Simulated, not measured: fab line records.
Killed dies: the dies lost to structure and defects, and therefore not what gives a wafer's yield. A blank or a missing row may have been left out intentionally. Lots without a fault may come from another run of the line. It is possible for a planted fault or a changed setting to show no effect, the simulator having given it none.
The tool behind it: which one? || flow gf180mcu || Sampling: 12 lots, 36 wafers, 2 of 602 route steps

WHAT THE GAUGES SHOWED, per wafer
GF_V5_RS_MEAS_24: the measuring method here is four-point-probe. Usual: V5_W_RS typically reads 0.327 ohm/sq, with standard deviation 0.0042.
{"lot": "L907", "measured": "day 27 05:37", "on": "film-metro-03", "V5_W_RS (ohm/sq)": "0.324 0.322 0.324", "flag": ""}
{"lot": "L908", "measured": "day 27 14:49", "on": "film-metro-03", "V5_W_RS (ohm/sq)": "0.319 0.319 0.320", "flag": ""}
{"lot": "L910", "measured": "day 28 06:57", "on": "film-metro-03", "V5_W_RS (ohm/sq)": "0.324 0.326 0.323", "flag": ""}
{"lot": "L912", "measured": "day 28 18:34", "on": "film-metro-03", "V5_W_RS (ohm/sq)": "0.331 0.330 0.331", "flag": ""}
{"lot": "L913", "measured": "day 29 02:53", "on": "film-metro-03", "V5_W_RS (ohm/sq)": "0.329 0.329 0.330", "flag": ""}
{"lot": "L914", "measured": "day 29 11:54", "on": "film-metro-01", "V5_W_RS (ohm/sq)": "0.319 0.319 0.323", "flag": ""}
{"lot": "L915", "measured": "day 29 19:14", "on": "film-metro-01", "V5_W_RS (ohm/sq)": "0.329 0.329 0.335", "flag": ""}
{"lot": "L920", "measured": "day 31 04:27", "on": "film-metro-03", "V5_W_RS (ohm/sq)": "0.329 0.327 0.332", "flag": ""}
{"lot": "L921", "measured": "day 31 10:23", "on": "film-metro-03", "V5_W_RS (ohm/sq)": "0.328 0.323 0.324", "flag": ""}
{"lot": "L922", "measured": "day 31 18:44", "on": "film-metro-02", "V5_W_RS (ohm/sq)": "0.322 0.319 0.322", "flag": ""}
{"lot": "L928", "measured": "day 32 22:40", "on": "film-metro-02", "V5_W_RS (ohm/sq)": "0.330 0.330 0.335", "flag": ""}
{"lot": "L929", "measured": "day 33 09:38", "on": "film-metro-02", "V5_W_RS (ohm/sq)": "0.327 0.327 0.326", "flag": ""}

EACH LOT AND THE TOOL THAT RAN IT (in order: tool; ch and the chambers of the sampled wafers; start)
{"lot": "L907", "GF_M1_SPUTTER_00": "pvd-sputter-02, day 16 02:11"}
{"lot": "L908", "GF_M1_SPUTTER_00": "pvd-sputter-01, day 16 14:05"}
{"lot": "L910", "GF_M1_SPUTTER_00": "pvd-sputter-02, day 17 06:01"}
{"lot": "L912", "GF_M1_SPUTTER_00": "pvd-sputter-04, day 17 23:26"}
{"lot": "L913", "GF_M1_SPUTTER_00": "pvd-sputter-02, day 18 08:28"}
{"lot": "L914", "GF_M1_SPUTTER_00": "pvd-sputter-04, day 18 18:28"}
{"lot": "L915", "GF_M1_SPUTTER_00": "pvd-sputter-01, day 19 05:52"}
{"lot": "L920", "GF_M1_SPUTTER_00": "pvd-sputter-02, day 21 00:50"}
{"lot": "L921", "GF_M1_SPUTTER_00": "pvd-sputter-04, day 21 09:08"}
{"lot": "L922", "GF_M1_SPUTTER_00": "pvd-sputter-04, day 21 18:53"}
{"lot": "L928", "GF_M1_SPUTTER_00": "pvd-sputter-01, day 23 15:16"}
{"lot": "L929", "GF_M1_SPUTTER_00": "pvd-sputter-04, day 24 02:34"}
- GF_M1_SPUTTER_00: material Ti, target thk 37.5 nm, time 150 s.

WHAT THE TOOLS THEMSELVES READ (means of the sampled wafers that have a number; where no wafer has one, the mark that the record gives instead)
GF_M1_SPUTTER_00. Usual: cathode-dc-power-W 3999.9 W, standard deviation 0.73; chamber-pressure-pa 2.000 Pa, standard deviation 0.0039; substrate-temp-c 199.99 C, standard deviation 0.16; throttle-valve-pct 30.1 %, standard deviation 1.4.
{"lot": "L907", "tool": "pvd-sputter-02", "cathode-dc-power-W (W)": 3999.1, "chamber-pressure-pa (Pa)": 1.999, "substrate-temp-c (C)": 200.00, "throttle-valve-pct (%)": 31.0, "flag": ""}
{"lot": "L908", "tool": "pvd-sputter-01", "cathode-dc-power-W (W)": 3999.6, "chamber-pressure-pa (Pa)": 2.001, "substrate-temp-c (C)": 200.01, "throttle-valve-pct (%)": 29.7, "flag": ""}
{"lot": "L910", "tool": "pvd-sputter-02", "cathode-dc-power-W (W)": 4000.6, "chamber-pressure-pa (Pa)": 1.995, "substrate-temp-c (C)": 199.94, "throttle-valve-pct (%)": 30.9, "flag": ""}
{"lot": "L912", "tool": "pvd-sputter-04", "cathode-dc-power-W (W)": 3999.6, "chamber-pressure-pa (Pa)": 2.002, "substrate-temp-c (C)": 200.03, "throttle-valve-pct (%)": 31.0, "flag": ""}
{"lot": "L913", "tool": "pvd-sputter-02", "cathode-dc-power-W (W)": 3999.8, "chamber-pressure-pa (Pa)": 2.003, "substrate-temp-c (C)": 199.96, "throttle-valve-pct (%)": 29.9, "flag": ""}
{"lot": "L914", "tool": "pvd-sputter-04", "cathode-dc-power-W (W)": 3999.8, "chamber-pressure-pa (Pa)": 2.001, "substrate-temp-c (C)": 199.94, "throttle-valve-pct (%)": 30.7, "flag": ""}
{"lot": "L915", "tool": "pvd-sputter-01", "cathode-dc-power-W (W)": 4000.2, "chamber-pressure-pa (Pa)": 2.001, "substrate-temp-c (C)": 200.12, "throttle-valve-pct (%)": 28.7, "flag": ""}
{"lot": "L920", "tool": "pvd-sputter-02", "cathode-dc-power-W (W)": 3999.4, "chamber-pressure-pa (Pa)": 2.000, "substrate-temp-c (C)": 199.93, "throttle-valve-pct (%)": 31.0, "flag": ""}
{"lot": "L921", "tool": "pvd-sputter-04", "cathode-dc-power-W (W)": 4000.3, "chamber-pressure-pa (Pa)": 2.000, "substrate-temp-c (C)": 199.92, "throttle-valve-pct (%)": 30.8, "flag": ""}
{"lot": "L922", "tool": "pvd-sputter-04", "cathode-dc-power-W (W)": 3999.7, "chamber-pressure-pa (Pa)": 1.998, "substrate-temp-c (C)": 200.05, "throttle-valve-pct (%)": 31.3, "flag": ""}
{"lot": "L928", "tool": "pvd-sputter-01", "cathode-dc-power-W (W)": 4000.8, "chamber-pressure-pa (Pa)": 2.005, "substrate-temp-c (C)": 199.91, "throttle-valve-pct (%)": 29.5, "flag": ""}
{"lot": "L929", "tool": "pvd-sputter-04", "cathode-dc-power-W (W)": 4000.7, "chamber-pressure-pa (Pa)": 1.999, "substrate-temp-c (C)": 200.09, "throttle-valve-pct (%)": 31.3, "flag": ""}

THE ANSWER, worked out from the rows above alone
Rule: a lot counts as off when the mean over its wafers that have a number is more than 3 standard deviations away from the usual mean. Also off: a lot with no number at a reading for which 4 or more lots have one. Where the step has rows for the other lots, those lots are counted as sound. After the gauges, taken in route order, come the tools' own readings; for these a lot's mean is taken, as printed above. At the first step where some lot is off, the reading lying furthest off is the one used; lots without a number count as furthest.
Nothing can be told from this: no lot is off at any reading shown.

WHAT HAD BEEN PUT IN BY THE SIMULATOR
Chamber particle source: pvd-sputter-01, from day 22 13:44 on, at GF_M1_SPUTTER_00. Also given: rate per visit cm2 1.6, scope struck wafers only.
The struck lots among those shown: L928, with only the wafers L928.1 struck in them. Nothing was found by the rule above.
